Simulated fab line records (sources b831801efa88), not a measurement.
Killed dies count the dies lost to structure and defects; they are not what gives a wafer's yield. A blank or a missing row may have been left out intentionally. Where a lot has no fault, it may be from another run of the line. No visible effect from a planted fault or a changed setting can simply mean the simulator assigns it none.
Matching of chambers ; flow sky130 ; 3 sister chambers for SKY_PASSIVATION_CVD_00 on pecvd-01
The step deposits SiO2, target thk 90 nm. 20 wafers are shown with their chamber, then 10 later ones without.

EACH WAFER AND ITS CHAMBER
wafer;chamber;heater_power_w (W);heater_power_outer_w (W);rf_fwd_power_W (W)
L076.1;2;533;350;591
L076.2;0;822;502;592
L076.4;1;546;331;588
L081.1;0;765;466;587
L081.3;1;677;414;591
L081.6;0;761;459;587
L082.1;2;528;351;593
L082.4;0;902;561;591
L082.5;2;540;350;592
L084.3;1;656;411;590
L084.4;1;658;409;590
L084.6;0;726;434;589
L085.1;2;532;348;591
L085.5;1;646;388;588
L085.6;2;526;347;592
L089.1;1;535;316;587
L089.4;2;484;318;590
L089.5;1;535;322;590
L088.1;0;887;541;590
L088.2;2;478;304;594

SIGNATURES (averages over the wafers above)
reading;chamber 0;chamber 1;chamber 2;scatter within a chamber
heater_power_w;810.50;607.57;517.29;57.1
heater_power_outer_w;493.83;370.14;338.29;39.7
rf_fwd_power_W;589.33;589.14;591.86;1.63
Rule: a wafer's distance from a chamber is the root of the sum, over the readings, of the square of ((its reading less the chamber's mean) divided by the reading's scatter). If the next closest chamber is less than 2 further off than the closest, the wafer can't be placed; otherwise it belongs to the closest. The scatter: the root of (the sum of the squares of (reading less its chamber's mean) over the shown wafers, divided by (wafers less chambers)).

WAFERS MISSING THEIR CHAMBER
wafer;heater_power_w (W);heater_power_outer_w (W);rf_fwd_power_W (W)
L088.5;866;542;590
L093.2;570;347;589
L093.3;503;320;595
L093.6;517;344;590
L094.3;515;348;595
L094.5;834;515;587
L094.6;522;342;593
L096.1;433;284;594
L096.3;795;472;588
L096.5;451;292;594

WHICH CHAMBER EACH ONE RAN IN
wafer;from the rows above;in truth
L088.5;0;0
L093.2;can't be placed: 1 or 2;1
L093.3;2;2
L093.6;can't be placed: 2 or 1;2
L094.3;2;2
L094.5;0;0
L094.6;2;2
L096.1;2;2
L096.3;0;0
L096.5;2;2
8 of 10 placed correctly. Unplaceable from these rows: 2, with the true chamber sitting among the candidates in 2. Wrongly placed: 0.
